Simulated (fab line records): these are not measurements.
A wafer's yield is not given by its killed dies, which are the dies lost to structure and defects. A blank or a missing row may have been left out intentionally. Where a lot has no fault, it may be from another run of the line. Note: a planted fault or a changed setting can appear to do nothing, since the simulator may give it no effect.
A lot that was struck, set against a sound lot + flow sky130 + 15 out of 708 route steps
Sound: the wafers L444.2, L444.4, L444.6. Wafers L449.3, L449.5, L449.6 were the ones struck. Last of all comes the cause.
Each step with rows lists, per side, the tool, then ch with its chambers, then its first start. Under that, the readings that differ: sound wafers + struck wafers + difference of the means + sigmas: that difference in standard deviations of wafers without a fault.
alike: readings whose means differ by less than 2 such deviations, and words and numbers that are the same on both sides. not compared: withheld readings, readings that some wafer has no value for, bounds like >300 that may hide the same value, and numbers for which the record gives no deviation and whose values overlap.
Wherever a step has rows on one side only, a row that says differs or no value, or a row with sigmas, the two part there. Non-overlapping numbers with no deviation appear without sigmas and do not part them. A reading that every wafer of one side lacks parts them only if that side has two wafers or more.

SKY_VIA1_OVL_MEAS_13:
  struck on overlay-02, day 37 15:24; sound on overlay-01, day 36 04:39
  alike: VIA1_OVL
SKY_VIA1_ETCH_14: etches BARC in N2/H2, stops on SiO2, time 45.9 s, target depth 60 nm.
  sound on rie diel-04 ch 0,1,2, day 36 04:41; struck on rie diel-03 ch 1,2,3, day 37 15:26
  alike: drypump motor current A, oes product au, throttle valve pct
  not compared: rf hours counter h
SKY_VIA1_ETCH_15: etches SiO2 in C4F8/O2/Ar, stops on TiN, target depth 351 nm, time 54 s.
  sound on rie diel-04 ch 0,1,2, day 36 04:43; struck on rie diel-03 ch 1,2,3, day 37 15:28
  alike: oes product au
  not compared: rf hours counter h
SKY_VIA1_STRIP_16: strips in O2/N2.
  sound on plasma asher-03 ch 0,1, day 36 04:46; struck on plasma asher-01 ch 0,1, day 37 15:33
  alike: drypump motor current A, oes product au, strip time to endpoint s
  not compared: rf hours counter h
then, 5 steps without rows for these wafers: SKY_VIA1_STRIP_17 (strips in post etch residue remover, time 1200 s); SKY_VIA1_CLEAN_18 (cleans in IPA, time 180 s); SKY_VIA1_CLEAN_19 (cleans in O3/DIW); SKY_VIA1_SPUTTER_20 (material TiN, target thk 20 nm, time 80 s); SKY_VIA1_CVD_21 (deposits W, target thk 270 nm, time 80.902 s).
SKY_VIA1_RS_MEAS_22: the measuring method here is four-point-probe.
  struck on film metro-02, day 37 16:18; sound on film metro-02, day 36 05:32
  alike: VIA1_W_RS
SKY_VIA1_THK_MEAS_23: measures by xrf.
  struck on film metro-02, day 37 16:24; sound on film metro-02, day 36 05:38
  alike: VIA1_W_THK
SKY_VIA1_CMP_24: polishes, stops on SiO2, t overpolish 15 s, target thk 0 nm.
  sound on cmp-01 ch 1,2,3, day 36 05:44; struck on cmp-01 ch 0,2,3, day 37 16:41
  alike: motor current A, overpolish run s, time to endpoint s
SKY_METAL2_SPUTTER_00: material Ti, target thk 15 nm, time 10 s.
  struck on pvd sputter-02, day 37 16:50; sound on pvd sputter-02, day 36 05:59
| reading                                   | sound                | struck               | difference | sigmas      |
|-------------------------------------------|----------------------|----------------------|------------|-------------|
| cathode dc power W (W)                    | 2999.3 3000.1 2999.5 | 3365.8 3365.5 3365.7 | +366.0     | +99 or more |
| model.Ti_of_METAL2_SPUTTER_00.thk nm (nm) | 15.11 15 14.95       | 16.76 17.11 17.02    | +1.94      |             |
  alike: throttle valve pct
SKY_METAL2_SPUTTER_01: material TiN, target thk 20 nm, time 16.7 s.
  struck on pvd sputter-02, day 37 16:52; sound on pvd sputter-02, day 36 06:01
  alike: cathode dc power W, throttle valve pct
-- the record jumps here: 11 days lie between the struck wafers' starts before and after (it left off in module METAL2 and takes up again in module PAD_OPEN, whose first step shown is number 708 of the route) --
SKY_PAD_OPEN_PROBE_99:
  struck on prober-02, day 48 13:20; sound on prober-01, day 47 10:31
  alike: defect limited yield, killed_at_M0_to_M3, killed_at_M4_up, killed at contacts, killed at front end, killed at other, killed dies, killed open, killed short, sort_bin_3_pad_short, sort_bin_5_function, sort_bin_6_memory, sort n pass, sort yield pct

== WHERE THEY PART ==
Only at SKY_METAL2_SPUTTER_00, as far as this record shows. Later steps at which nothing parts them and some readings are alike: SKY_METAL2_SPUTTER_01, SKY_PAD_OPEN_PROBE_99.

WHY: the cause the simulator had injected
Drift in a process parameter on pvd sputter-02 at SKY_METAL2_SPUTTER_00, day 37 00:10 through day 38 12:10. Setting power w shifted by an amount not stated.
